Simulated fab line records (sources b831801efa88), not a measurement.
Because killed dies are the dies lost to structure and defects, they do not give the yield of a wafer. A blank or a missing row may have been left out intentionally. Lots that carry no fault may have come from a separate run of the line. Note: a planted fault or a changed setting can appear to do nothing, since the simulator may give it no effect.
What tool caused it? | flow gf180mcu | 13 lots with 39 wafers sampled at 5 steps, on a route of 602 steps

WHAT THE GAUGES READ, wafer by wafer
GF_HV_LDD_OVL_MEAS_08. Usual: for HV_LDD_OVL the level is 2.1 nm and the standard deviation is 1.3.
lot  | measured     | on         | HV_LDD_OVL (nm) | flag
L619 | day 10 08:25 | overlay-01 | 2.5 2.5 1.5     |
L620 | day 10 16:22 | overlay-01 | 1.3 1.7 2.1     |
L622 | day 11 00:49 | overlay-02 | 2.7 1.2 1.6     |
L621 | day 11 02:04 | overlay-02 | 4.6 2.1 1.9     |
L623 | day 11 10:30 | overlay-02 | 1.3 1.7 1.0     |
L624 | day 11 19:10 | overlay-01 | -0.9 -0.1 0.1   |
L625 | day 11 22:54 | overlay-02 | 0.6 2.6 0.2     |
L629 | day 13 00:55 | overlay-02 | 1.7 1.5 2.1     |
L632 | day 13 19:46 | overlay-02 | 2.8 1.9 3.0     |
L634 | day 14 12:09 | overlay-02 | 1.3 2.1 1.6     |
L636 | day 15 03:02 | overlay-01 | 0.7 2.4 1.1     |
L639 | day 16 02:52 | overlay-02 | 2.6 4.5 1.7     |
L642 | day 17 01:18 | overlay-01 | 4.3 0.6 3.1     |

GF_HV_LDD_OVL_MEAS_32. Usual: for HV_LDD_02_OVL the level is -0.1 nm and the standard deviation is 1.5.
lot  | measured     | on         | HV_LDD_02_OVL (nm) | flag
L619 | day 11 21:13 | overlay-02 | 3.3 1.9 3.6        |
L620 | day 12 05:33 | overlay-01 | 0.9 -0.2 0.6       |
L622 | day 12 15:37 | overlay-01 | 3.2 1.2 1.4        |
L621 | day 12 16:45 | overlay-01 | -2.9 -2.5 -1.4     |
L623 | day 13 01:42 | overlay-01 | -2.2 -0.3 -1.1     |
L624 | day 13 10:34 | overlay-01 | 0.2 -0.3 -2.7      |
L625 | day 13 14:50 | overlay-01 | -1.3 0.9 -1.0      |
L629 | day 14 18:19 | overlay-02 | -0.1 -2.5 0.4      |
L632 | day 15 12:50 | overlay-02 | -1.1 -0.2 -1.0     |
L634 | day 16 08:12 | overlay-02 | 1.2 2.5 0.9        |
L636 | day 16 23:00 | overlay-02 | 0.5 -0.2 -2.8      |
L639 | day 17 23:51 | overlay-01 | 0.2 1.7 1.2        |
L642 | day 19 00:06 | overlay-01 | -0.8 -0.7 -0.5     |

GF_NSD_CD_MEAS_07: target cd 400 nm. Usual: cd-nm reads 400.4 nm (standard deviation 2.2).
lot  | measured     | on        | cd-nm (nm)        | flag
L619 | day 13 16:03 | cd-sem-01 | 396.6 398.1 398.6 |
L620 | day 14 00:52 | cd-sem-01 | 399.3 399.7 401.8 |
L622 | day 14 10:21 | cd-sem-02 | 400.2 397.3 399.9 |
L621 | day 14 12:28 | cd-sem-01 | 402.8 403.7 403.8 |
L623 | day 14 22:10 | cd-sem-02 | 399.8 400.2 397.8 |
L624 | day 15 08:34 | cd-sem-01 | 400.8 401.3 400.4 |
L625 | day 15 12:13 | cd-sem-01 | 404.5 403.7 403.9 |
L629 | day 16 17:41 | cd-sem-01 | 398.4 395.1 398.1 |
L632 | day 17 13:17 | cd-sem-02 | 398.9 398.8 400.2 |
L634 | day 18 10:16 | cd-sem-01 | 398.7 397.0 398.6 |
L636 | day 19 02:47 | cd-sem-02 | 401.9 398.9 398.5 |
L639 | day 20 03:06 | cd-sem-02 | 402.3 400.1 401.4 |
L642 | day 21 04:29 | cd-sem-01 | 398.0 401.4 400.4 |

GF_V1_CD_MEAS_14: target cd 260 nm. Usual: cd-nm reads 260.1 nm (standard deviation 1.2).
lot  | measured     | on        | cd-nm (nm)        | flag
L619 | day 18 11:50 | cd-sem-01 | 258.3 257.9 257.4 |
L620 | day 18 22:04 | cd-sem-02 | 259.7 260.7 260.2 |
L622 | day 19 08:29 | cd-sem-02 | 261.0 261.3 261.0 |
L621 | day 19 10:41 | cd-sem-02 | 258.3 258.5 258.1 |
L623 | day 19 22:41 | cd-sem-01 | 261.1 260.5 261.0 |
L624 | day 20 10:20 | cd-sem-02 | 259.4 258.0 258.2 |
L625 | day 20 15:50 | cd-sem-01 | 259.5 259.5 258.5 |
L629 | day 21 22:07 | cd-sem-01 | 260.9 259.7 260.1 |
L632 | day 22 16:35 | cd-sem-02 | 261.3 260.8 260.8 |
L634 | day 23 14:42 | cd-sem-02 | 260.5 261.1 260.9 |
L636 | day 24 03:57 | cd-sem-02 | 253.2 252.8 252.7 | OFF
L639 | day 25 02:06 | cd-sem-01 | 254.9 256.3 255.9 | OFF
L642 | day 26 00:22 | cd-sem-02 | 261.1 262.0 260.5 |

WHAT TOOL EACH LOT RAN ON (gives the tool, then ch and the chambers of the sampled wafers, and finally the start)
lot  | GF_V1_SOFTBAKE_10
L619 | litho-track-04 ch 0, day 18 00:00
L620 | litho-track-03 ch 0, day 18 09:00
L622 | litho-track-02 ch 0, day 18 20:00
L621 | litho-track-04 ch 0, day 18 22:00
L623 | litho-track-03 ch 0, day 19 10:00
L624 | litho-track-02 ch 0, day 19 21:00
L625 | litho-track-02 ch 0, day 20 03:00
L629 | litho-track-04 ch 0, day 21 10:00
L632 | litho-track-03 ch 0, day 22 05:00
L634 | litho-track-04 ch 0, day 23 03:00
L636 | litho-track-04 ch 0, day 23 17:00
L639 | litho-track-04 ch 0, day 24 15:00
L642 | litho-track-03 ch 0, day 25 13:00
- GF_V1_SOFTBAKE_10: time 60 s.

WHAT THE TOOLS THEMSELVES READ (means of the sampled wafers that have a number; where no wafer has one, the mark that the record gives instead)
GF_V1_SOFTBAKE_10. Usual: heater-power-total-W 93.06 W, standard deviation 0.057; run-length-s 89.37 s, standard deviation 0.14.
lot  | tool           | heater-power-total-W (W) | run-length-s (s) | flag
L619 | litho-track-04 | 93.04                    | 89.41            |
L620 | litho-track-03 | 92.99                    | 89.34            |
L622 | litho-track-02 | 93.12                    | 89.30            |
L621 | litho-track-04 | 93.05                    | 89.44            |
L623 | litho-track-03 | 93.04                    | 89.40            |
L624 | litho-track-02 | 93.06                    | 89.31            |
L625 | litho-track-02 | 93.11                    | 89.33            |
L629 | litho-track-04 | 93.06                    | 89.62            |
L632 | litho-track-03 | 93.03                    | 89.25            |
L634 | litho-track-04 | 93.02                    | 89.41            |
L636 | litho-track-04 | 110.46                   | 64.98            | OFF
L639 | litho-track-04 | 110.48                   | 65.06            | OFF
L642 | litho-track-03 | 93.06                    | 89.30            |

THE ANSWER, worked out from the rows above alone
Rule: a lot is off if the mean of its wafers that have a number lies more than 3 standard deviations from the usual mean. Also off: a lot with no number at a reading for which 4 or more lots have one. Where the step has rows for the other lots, those lots are counted as sound. First the gauges in route order, then the tools' own readings, where a lot's mean is used as printed above. The first step at which some lot is off is used, and at that step the reading that is off furthest; a lot without a number counts as furthest.
Off at GF_V1_CD_MEAS_14 (cd-nm): L636, L639.
If a tool, at a process step before that reading, ran all the lots that are off and no sound lot after the first of them, it fits. The gauges at GF_V1_CD_MEAS_14 aren't tried: what is off there is off at GF_V1_SOFTBAKE_10 too, on other tools, and a gauge's error can't cause that. One fits: GF_V1_SOFTBAKE_10 on litho-track-04. Its last sound lot is L634 (day 23 03:00), its first lot that is off L636 (day 23 17:00): a fault that began between those two fits.
The tool's own readings at GF_V1_SOFTBAKE_10 bear it out: on the lots that are off they differ by more than 5 times the standard deviation of the sound lots' means. heater-power-total-W reads 110.47 W there against 93.05 W on the sound lots; run-length-s reads 65.02 s there against 89.37 s on the sound lots.

WHAT THE SIMULATOR HAD INSERTED
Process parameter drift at GF_V1_SOFTBAKE_10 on litho-track-04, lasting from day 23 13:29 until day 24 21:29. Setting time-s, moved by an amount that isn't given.
Shown lots that were struck: L636, L639. The rule above reached the same finding.
